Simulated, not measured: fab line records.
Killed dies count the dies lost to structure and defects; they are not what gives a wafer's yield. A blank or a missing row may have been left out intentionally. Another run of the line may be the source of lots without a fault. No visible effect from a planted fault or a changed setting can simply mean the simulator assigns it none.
Matching of chambers ; flow sky130 ; 3 sister chambers for SKY_CONTACT_CVD_00 on pecvd-01
The step deposits Si3N4, target thk 75 nm. 3 wafers are shown with their chamber, then 7 later ones without.

## WAFERS, EACH WITH ITS CHAMBER
wafer;chamber;heater power w (W)
L092.4;2;636
L092.5;1;675
L090.5;0;691

## WAFERS MISSING THEIR CHAMBER
wafer;heater power w (W)
L090.6;640
L093.2;719
L093.3;640
L093.4;648
L096.1;685
L096.3;720
L096.5;652

## WHICH CHAMBER EACH WENT THROUGH
wafer;from the rows above;in truth
L090.6;can't be placed: 2 or 1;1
L093.2;can't be placed: 0 or 1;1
L093.3;can't be placed: 2 or 1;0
L093.4;can't be placed: 2 or 1 or 0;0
L096.1;can't be placed: 0 or 1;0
L096.3;can't be placed: 0 or 1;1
L096.5;can't be placed: 2 or 1 or 0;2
Correctly placed: 0 of 7. Unplaceable from these rows: 7, with the true chamber sitting among the candidates in 6. Number placed wrongly: 0.
How it was worked out, from the rows above alone: a wafer's distance from a chamber is the root of the sum, over the readings, of the square of ((its reading less the chamber's mean) divided by the reading's scatter). The wafer belongs to the nearest chamber; if the next one is less than 2 further off, it can't be placed. Each chamber's mean is taken over the wafers shown for it. The scatter: with one shown wafer a chamber, the root of the mean of the squares of how far each hidden wafer lies from its nearest shown one.
